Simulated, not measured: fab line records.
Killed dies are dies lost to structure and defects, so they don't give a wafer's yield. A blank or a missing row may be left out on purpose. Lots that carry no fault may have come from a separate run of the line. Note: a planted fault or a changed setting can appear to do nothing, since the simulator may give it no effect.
Which tool was responsible? :: flow sky130 :: 45 wafers from 15 lots sampled at 7 of the route's 708 steps

WHAT THE GAUGES SHOWED, per wafer
SKY_DNWELL_TW_MEAS_09. Usual: for DNWELL_TW the level is 1106 and the standard deviation is 13.
lot: L404
measured: day 3 03:32
on: filmMetro-01
DNWELL_TW: 1097 1094 1093
flag: 

lot: L405
measured: day 3 11:08
on: filmMetro-03
DNWELL_TW: 1098 1108 1106
flag: 

lot: L406
measured: day 3 13:41
on: filmMetro-03
DNWELL_TW: 1109 1107 1102
flag: 

lot: L408
measured: day 4 03:01
on: filmMetro-03
DNWELL_TW: 1104 1106 1101
flag: 

lot: L409
measured: day 4 07:41
on: filmMetro-01
DNWELL_TW: 1090 1091 1091
flag: 

lot: L413
measured: day 5 02:52
on: filmMetro-01
DNWELL_TW: 1094 1090 1094
flag: 

lot: L414
measured: day 5 08:53
on: filmMetro-01
DNWELL_TW: 1086 1082 1083
flag: 

lot: L415
measured: day 5 16:05
on: filmMetro-01
DNWELL_TW: 1100 1094 1099
flag: 

lot: L416
measured: day 5 22:47
on: filmMetro-04
DNWELL_TW: 1109 1104 1104
flag: 

lot: L417
measured: day 6 03:35
on: filmMetro-03
DNWELL_TW: 1120 1121 1118
flag: 

lot: L418
measured: day 6 06:33
on: filmMetro-04
DNWELL_TW: 1117 1125 1115
flag: 

lot: L420
measured: day 6 20:11
on: filmMetro-04
DNWELL_TW: 1131 1137 1133
flag: 

lot: L423
measured: day 7 13:29
on: filmMetro-04
DNWELL_TW: 1121 1117 1115
flag: 

lot: L424
measured: day 7 18:44
on: filmMetro-04
DNWELL_TW: 1114 1117 1107
flag: 

lot: L425
measured: day 7 23:20
on: filmMetro-01
DNWELL_TW: 1091 1087 1095
flag: 

SKY_PWDE_OVL_MEAS_07. Usual: for PWDE_OVL the level is -0.5 nm and the standard deviation is 1.6.
lot: L404
measured: day 3 20:17
on: overlay-01
PWDE_OVL (nm): -0.1 -1.0 -0.8
flag: 

lot: L405
measured: day 4 04:08
on: overlay-02
PWDE_OVL (nm): -1.0 -0.6 -1.8
flag: 

lot: L406
measured: day 4 05:57
on: overlay-01
PWDE_OVL (nm): 2.3 2.3 1.4
flag: 

lot: L408
measured: day 4 20:40
on: overlay-02
PWDE_OVL (nm): -1.0 2.3 -0.7
flag: 

lot: L409
measured: day 5 01:14
on: overlay-02
PWDE_OVL (nm): 0.3 1.4 2.1
flag: 

lot: L413
measured: day 5 20:20
on: overlay-02
PWDE_OVL (nm): -3.0 -2.4 -1.6
flag: 

lot: L414
measured: day 6 02:59
on: overlay-01
PWDE_OVL (nm): 0.2 -1.1 1.1
flag: 

lot: L415
measured: day 6 10:39
on: overlay-02
PWDE_OVL (nm): -1.0 -2.4 -3.2
flag: 

lot: L416
measured: day 6 17:20
on: overlay-01
PWDE_OVL (nm): 1.4 1.3 0.2
flag: 

lot: L417
measured: day 6 22:12
on: overlay-01
PWDE_OVL (nm): 0.4 -0.2 -1.3
flag: 

lot: L418
measured: day 7 01:17
on: overlay-02
PWDE_OVL (nm): -2.3 -1.6 -1.7
flag: 

lot: L420
measured: day 7 16:33
on: overlay-01
PWDE_OVL (nm): 1.8 0.1 -1.8
flag: 

lot: L423
measured: day 8 09:41
on: overlay-01
PWDE_OVL (nm): -3.2 -0.2 -2.0
flag: 

lot: L424
measured: day 8 14:56
on: overlay-02
PWDE_OVL (nm): -1.3 -1.6 -1.7
flag: 

lot: L425
measured: day 8 19:20
on: overlay-01
PWDE_OVL (nm): -0.1 -0.2 1.0
flag: 

SKY_VT_ADJUST_LVTN_OVL_MEAS_07. Usual: for VT_ADJUST_LVTN_OVL the level is -0.4 nm and the standard deviation is 1.3.
lot: L404
measured: day 6 20:53
on: overlay-02
VT_ADJUST_LVTN_OVL (nm): -0.5 -1.7 -3.1
flag: 

lot: L405
measured: day 7 05:07
on: overlay-02
VT_ADJUST_LVTN_OVL (nm): -0.1 -3.2 -0.2
flag: 

lot: L406
measured: day 7 08:47
on: overlay-01
VT_ADJUST_LVTN_OVL (nm): 3.4 1.5 0.5
flag: 

lot: L408
measured: day 8 02:13
on: overlay-01
VT_ADJUST_LVTN_OVL (nm): 1.3 0.0 -0.1
flag: 

lot: L409
measured: day 8 07:41
on: overlay-01
VT_ADJUST_LVTN_OVL (nm): 1.2 0.2 1.1
flag: 

lot: L413
measured: day 9 05:20
on: overlay-02
VT_ADJUST_LVTN_OVL (nm): -1.4 -1.4 -0.8
flag: 

lot: L414
measured: day 9 12:29
on: overlay-02
VT_ADJUST_LVTN_OVL (nm): -0.9 0.7 1.1
flag: 

lot: L415
measured: day 9 22:00
on: overlay-02
VT_ADJUST_LVTN_OVL (nm): -0.8 -0.9 1.1
flag: 

lot: L416
measured: day 10 05:26
on: overlay-01
VT_ADJUST_LVTN_OVL (nm): -1.0 -0.4 -2.1
flag: 

lot: L417
measured: day 10 11:58
on: overlay-01
VT_ADJUST_LVTN_OVL (nm): -0.5 -0.7 0.3
flag: 

lot: L418
measured: day 10 14:26
on: overlay-01
VT_ADJUST_LVTN_OVL (nm): 0.4 -1.1 -0.5
flag: 

lot: L420
measured: day 11 07:37
on: overlay-02
VT_ADJUST_LVTN_OVL (nm): -2.3 -1.2 -0.4
flag: 

lot: L423
measured: day 12 05:13
on: overlay-01
VT_ADJUST_LVTN_OVL (nm): - - -
flag: OFF

lot: L424
measured: day 12 09:54
on: overlay-01
VT_ADJUST_LVTN_OVL (nm): - - -
flag: OFF

lot: L425
measured: day 12 15:05
on: overlay-02
VT_ADJUST_LVTN_OVL (nm): - - -
flag: OFF

SKY_VT_ADJUST_LVTN_TW_MEAS_21. Usual: for VT_ADJUST_LVTN_2_TW the level is 188.1 and the standard deviation is 2.4.
lot: L404
measured: day 7 17:36
on: filmMetro-01
VT_ADJUST_LVTN_2_TW: 185.7 185.7 184.7
flag: 

lot: L405
measured: day 8 02:09
on: filmMetro-04
VT_ADJUST_LVTN_2_TW: 191.5 191.0 191.4
flag: 

lot: L406
measured: day 8 05:34
on: filmMetro-01
VT_ADJUST_LVTN_2_TW: 184.7 184.5 184.5
flag: 

lot: L408
measured: day 8 23:11
on: filmMetro-01
VT_ADJUST_LVTN_2_TW: 184.4 185.1 185.1
flag: 

lot: L409
measured: day 9 04:44
on: filmMetro-02
VT_ADJUST_LVTN_2_TW: 186.2 186.3 187.5
flag: 

lot: L413
measured: day 10 02:59
on: filmMetro-02
VT_ADJUST_LVTN_2_TW: 186.2 187.5 186.7
flag: 

lot: L414
measured: day 10 11:07
on: filmMetro-04
VT_ADJUST_LVTN_2_TW: 190.3 190.6 190.9
flag: 

lot: L415
measured: day 10 21:37
on: filmMetro-04
VT_ADJUST_LVTN_2_TW: 190.9 191.3 190.9
flag: 

lot: L416
measured: day 11 05:02
on: filmMetro-01
VT_ADJUST_LVTN_2_TW: 186.4 185.8 185.7
flag: 

lot: L417
measured: day 11 11:47
on: filmMetro-02
VT_ADJUST_LVTN_2_TW: 187.0 186.2 186.9
flag: 

lot: L418
measured: day 11 13:53
on: filmMetro-04
VT_ADJUST_LVTN_2_TW: 190.1 190.5 189.5
flag: 

lot: L420
measured: day 12 07:48
on: filmMetro-02
VT_ADJUST_LVTN_2_TW: 187.8 187.3 187.5
flag: 

lot: L423
measured: day 13 06:53
on: filmMetro-02
VT_ADJUST_LVTN_2_TW: 265.3 266.3 265.6
flag: OFF

lot: L424
measured: day 13 11:46
on: filmMetro-04
VT_ADJUST_LVTN_2_TW: 270.1 270.7 270.7
flag: OFF

lot: L425
measured: day 13 16:41
on: filmMetro-04
VT_ADJUST_LVTN_2_TW: 270.1 269.0 270.5
flag: OFF

SKY_VT_ADJUST_NCORE_TW_MEAS_11. Usual: for VT_ADJUST_NCORE_TW the level is 216.7 and the standard deviation is 1.3.
lot: L404
measured: day 8 13:33
on: filmMetro-02
VT_ADJUST_NCORE_TW: 218.5 218.6 218.5
flag: 

lot: L405
measured: day 8 22:52
on: filmMetro-01
VT_ADJUST_NCORE_TW: 214.5 214.3 214.3
flag: 

lot: L406
measured: day 9 01:53
on: filmMetro-01
VT_ADJUST_NCORE_TW: 216.7 217.2 217.6
flag: 

lot: L408
measured: day 9 20:38
on: filmMetro-01
VT_ADJUST_NCORE_TW: 217.0 217.2 216.9
flag: 

lot: L409
measured: day 10 01:36
on: filmMetro-03
VT_ADJUST_NCORE_TW: 216.9 217.5 217.3
flag: 

lot: L413
measured: day 11 01:56
on: filmMetro-02
VT_ADJUST_NCORE_TW: 216.9 217.1 215.4
flag: 

lot: L414
measured: day 11 10:13
on: filmMetro-03
VT_ADJUST_NCORE_TW: 216.8 217.6 218.3
flag: 

lot: L415
measured: day 11 21:22
on: filmMetro-02
VT_ADJUST_NCORE_TW: 215.9 215.9 215.6
flag: 

lot: L416
measured: day 12 05:16
on: filmMetro-03
VT_ADJUST_NCORE_TW: 218.4 216.7 217.7
flag: 

lot: L417
measured: day 12 12:16
on: filmMetro-01
VT_ADJUST_NCORE_TW: 216.8 216.6 215.4
flag: 

lot: L418
measured: day 12 14:28
on: filmMetro-01
VT_ADJUST_NCORE_TW: 214.7 216.5 216.7
flag: 

lot: L420
measured: day 13 08:53
on: filmMetro-02
VT_ADJUST_NCORE_TW: 218.1 218.3 218.6
flag: 

lot: L423
measured: day 14 08:25
on: filmMetro-01
VT_ADJUST_NCORE_TW: 278.6 277.5 278.2
flag: OFF

lot: L424
measured: day 14 14:05
on: filmMetro-02
VT_ADJUST_NCORE_TW: 279.4 282.5 280.0
flag: OFF

lot: L425
measured: day 14 19:01
on: filmMetro-02
VT_ADJUST_NCORE_TW: 279.7 280.1 280.1
flag: OFF

EACH LOT AND THE TOOL THAT RAN IT (in order: tool; ch and the chambers of the sampled wafers; start)
lot: L404
SKY_FIELD_ISO_ETCH_17: rieSi-01 ch 0,1,2, day 2 05:42
SKY_VT_ADJUST_LVTN_COAT_02: lithoTrack-04 ch 0, day 6 11:30

lot: L405
SKY_FIELD_ISO_ETCH_17: rieSi-01 ch 0,1,2, day 2 11:06
SKY_VT_ADJUST_LVTN_COAT_02: lithoTrack-02 ch 0, day 6 19:14

lot: L406
SKY_FIELD_ISO_ETCH_17: rieSi-01 ch 0,3, day 2 15:03
SKY_VT_ADJUST_LVTN_COAT_02: lithoTrack-03 ch 0, day 6 22:08

lot: L408
SKY_FIELD_ISO_ETCH_17: rieSi-02 ch 1,2,3, day 3 02:21
SKY_VT_ADJUST_LVTN_COAT_02: lithoTrack-02 ch 0, day 7 16:02

lot: L409
SKY_FIELD_ISO_ETCH_17: rieSi-01 ch 0,3, day 3 07:03
SKY_VT_ADJUST_LVTN_COAT_02: lithoTrack-04 ch 0, day 7 21:05

lot: L413
SKY_FIELD_ISO_ETCH_17: rieSi-02 ch 0,1, day 4 03:57
SKY_VT_ADJUST_LVTN_COAT_02: lithoTrack-04 ch 0, day 8 18:41

lot: L414
SKY_FIELD_ISO_ETCH_17: rieSi-01 ch 0,1,2, day 4 08:45
SKY_VT_ADJUST_LVTN_COAT_02: lithoTrack-04 ch 0, day 9 01:47

lot: L415
SKY_FIELD_ISO_ETCH_17: rieSi-01 ch 0,2,3, day 4 16:36
SKY_VT_ADJUST_LVTN_COAT_02: lithoTrack-03 ch 0, day 9 11:02

lot: L416
SKY_FIELD_ISO_ETCH_17: rieSi-02 ch 1,3, day 4 22:12
SKY_VT_ADJUST_LVTN_COAT_02: lithoTrack-04 ch 0, day 9 18:08

lot: L417
SKY_FIELD_ISO_ETCH_17: rieSi-02 ch 0,1, day 5 02:06
SKY_VT_ADJUST_LVTN_COAT_02: lithoTrack-02 ch 0, day 10 00:29

lot: L418
SKY_FIELD_ISO_ETCH_17: rieSi-01 ch 1,3, day 5 05:00
SKY_VT_ADJUST_LVTN_COAT_02: lithoTrack-04 ch 0, day 10 02:44

lot: L420
SKY_FIELD_ISO_ETCH_17: rieSi-02 ch 0,1,2, day 5 15:33
SKY_VT_ADJUST_LVTN_COAT_02: lithoTrack-02 ch 0, day 10 20:26

lot: L423
SKY_FIELD_ISO_ETCH_17: rieSi-01 ch 0,3, day 6 08:36
SKY_VT_ADJUST_LVTN_COAT_02: lithoTrack-03, day 11 16:49

lot: L424
SKY_FIELD_ISO_ETCH_17: rieSi-01 ch 0,1,3, day 6 12:51
SKY_VT_ADJUST_LVTN_COAT_02: lithoTrack-02, day 11 21:54

lot: L425
SKY_FIELD_ISO_ETCH_17: rieSi-02 ch 0,2,3, day 6 20:52
SKY_VT_ADJUST_LVTN_COAT_02: lithoTrack-04, day 12 02:59
- SKY_FIELD_ISO_ETCH_17: etches Si in HBr/Cl2/O2, target depth 342 nm, time 97.7 s.
- SKY_VT_ADJUST_LVTN_COAT_02: resist thk 3000 nm.

AS READ BY THE TOOLS THEMSELVES (means over the sampled wafers that have a number; for cases with no such wafer, the mark the record gives instead)
SKY_FIELD_ISO_ETCH_17. Usual: drypumpMotorCurrentA 5.7 A, standard deviation 0.45; heBacksideLeakSccm 2.71 sccm, standard deviation 0.27; oesProductAu 1.002 a.u., standard deviation 0.0086; throttleValvePct 25.655 %, standard deviation 0.01.
lot: L404
tool: rieSi-01
drypumpMotorCurrentA (A): 5.8
heBacksideLeakSccm (sccm): 2.56
oesProductAu (a.u.): 0.998
throttleValvePct (%): 25.656
flag: 

lot: L405
tool: rieSi-01
drypumpMotorCurrentA (A): 5.8
heBacksideLeakSccm (sccm): 2.57
oesProductAu (a.u.): 0.992
throttleValvePct (%): 25.660
flag: 

lot: L406
tool: rieSi-01
drypumpMotorCurrentA (A): 5.7
heBacksideLeakSccm (sccm): 2.54
oesProductAu (a.u.): 0.999
throttleValvePct (%): 25.654
flag: 

lot: L408
tool: rieSi-02
drypumpMotorCurrentA (A): 6.0
heBacksideLeakSccm (sccm): 2.81
oesProductAu (a.u.): 1.010
throttleValvePct (%): 25.646
flag: 

lot: L409
tool: rieSi-01
drypumpMotorCurrentA (A): 6.1
heBacksideLeakSccm (sccm): 2.52
oesProductAu (a.u.): 0.999
throttleValvePct (%): 25.655
flag: 

lot: L413
tool: rieSi-02
drypumpMotorCurrentA (A): 5.5
heBacksideLeakSccm (sccm): 2.90
oesProductAu (a.u.): 1.006
throttleValvePct (%): 25.651
flag: 

lot: L414
tool: rieSi-01
drypumpMotorCurrentA (A): 5.8
heBacksideLeakSccm (sccm): 2.67
oesProductAu (a.u.): 0.995
throttleValvePct (%): 25.661
flag: 

lot: L415
tool: rieSi-01
drypumpMotorCurrentA (A): 5.6
heBacksideLeakSccm (sccm): 2.60
oesProductAu (a.u.): 0.992
throttleValvePct (%): 25.653
flag: 

lot: L416
tool: rieSi-02
drypumpMotorCurrentA (A): 5.9
heBacksideLeakSccm (sccm): 2.96
oesProductAu (a.u.): 1.017
throttleValvePct (%): 25.665
flag: 

lot: L417
tool: rieSi-02
drypumpMotorCurrentA (A): 5.5
heBacksideLeakSccm (sccm): 2.95
oesProductAu (a.u.): 1.009
throttleValvePct (%): 25.643
flag: 

lot: L418
tool: rieSi-01
drypumpMotorCurrentA (A): 5.6
heBacksideLeakSccm (sccm): 2.75
oesProductAu (a.u.): 1.006
throttleValvePct (%): 25.647
flag: 

lot: L420
tool: rieSi-02
drypumpMotorCurrentA (A): 5.9
heBacksideLeakSccm (sccm): 2.80
oesProductAu (a.u.): 1.007
throttleValvePct (%): 25.653
flag: 

lot: L423
tool: rieSi-01
drypumpMotorCurrentA (A): 6.1
heBacksideLeakSccm (sccm): 2.50
oesProductAu (a.u.): 0.990
throttleValvePct (%): 25.666
flag: 

lot: L424
tool: rieSi-01
drypumpMotorCurrentA (A): 5.9
heBacksideLeakSccm (sccm): 2.62
oesProductAu (a.u.): 0.994
throttleValvePct (%): 25.662
flag: 

lot: L425
tool: rieSi-02
drypumpMotorCurrentA (A): 5.7
heBacksideLeakSccm (sccm): 2.64
oesProductAu (a.u.): 1.006
throttleValvePct (%): 25.657
flag: 

SKY_VT_ADJUST_LVTN_COAT_02. Usual: chillPlateTempC 22.98 C, standard deviation 0.11; dispensePressureKPa 47.1 kPa, standard deviation 1.
lot: L404
tool: lithoTrack-04
chillPlateTempC (C): 22.93
dispensePressureKPa (kPa): 46.0
flag: 

lot: L405
tool: lithoTrack-02
chillPlateTempC (C): 23.01
dispensePressureKPa (kPa): 48.4
flag: 

lot: L406
tool: lithoTrack-03
chillPlateTempC (C): 22.86
dispensePressureKPa (kPa): 47.1
flag: 

lot: L408
tool: lithoTrack-02
chillPlateTempC (C): 23.09
dispensePressureKPa (kPa): 48.4
flag: 

lot: L409
tool: lithoTrack-04
chillPlateTempC (C): 23.01
dispensePressureKPa (kPa): 45.9
flag: 

lot: L413
tool: lithoTrack-04
chillPlateTempC (C): 22.87
dispensePressureKPa (kPa): 46.0
flag: 

lot: L414
tool: lithoTrack-04
chillPlateTempC (C): 22.99
dispensePressureKPa (kPa): 46.0
flag: 

lot: L415
tool: lithoTrack-03
chillPlateTempC (C): 22.81
dispensePressureKPa (kPa): 47.2
flag: 

lot: L416
tool: lithoTrack-04
chillPlateTempC (C): 22.90
dispensePressureKPa (kPa): 45.9
flag: 

lot: L417
tool: lithoTrack-02
chillPlateTempC (C): 22.99
dispensePressureKPa (kPa): 48.4
flag: 

lot: L418
tool: lithoTrack-04
chillPlateTempC (C): 22.96
dispensePressureKPa (kPa): 45.9
flag: 

lot: L420
tool: lithoTrack-02
chillPlateTempC (C): 23.07
dispensePressureKPa (kPa): 48.5
flag: 

lot: L423
tool: lithoTrack-03
chillPlateTempC (C): -
dispensePressureKPa (kPa): -
flag: OFF

lot: L424
tool: lithoTrack-02
chillPlateTempC (C): -
dispensePressureKPa (kPa): -
flag: OFF

lot: L425
tool: lithoTrack-04
chillPlateTempC (C): -
dispensePressureKPa (kPa): -
flag: OFF

THE ANSWER, worked out from the rows above alone
Rule: lot off if the mean of its wafers having a number is beyond 3 standard deviations from the usual mean. A lot without any number at a reading at which 4 lots or more have one is off too. Any other lot the step has rows for is counted as sound. First the gauges in route order, then the tools' own readings, where a lot's mean is used as printed above. The first step at which some lot is off is used, and at that step the reading that is off furthest; a lot without a number counts as furthest.
Off: L423, L424, L425, seen at SKY_VT_ADJUST_LVTN_OVL_MEAS_07 (VT_ADJUST_LVTN_OVL). Without a number there: L423, L424, L425.
If a tool, at a process step before that reading, ran all the lots that are off and no sound lot after the first of them, it fits. The gauges at SKY_VT_ADJUST_LVTN_OVL_MEAS_07 aren't tried: what is off there is off at SKY_VT_ADJUST_LVTN_TW_MEAS_21 too, on other tools, and a gauge's error can't cause that. Not one of the candidates tried fits.

WHAT WAS PUT IN BY THE SIMULATOR
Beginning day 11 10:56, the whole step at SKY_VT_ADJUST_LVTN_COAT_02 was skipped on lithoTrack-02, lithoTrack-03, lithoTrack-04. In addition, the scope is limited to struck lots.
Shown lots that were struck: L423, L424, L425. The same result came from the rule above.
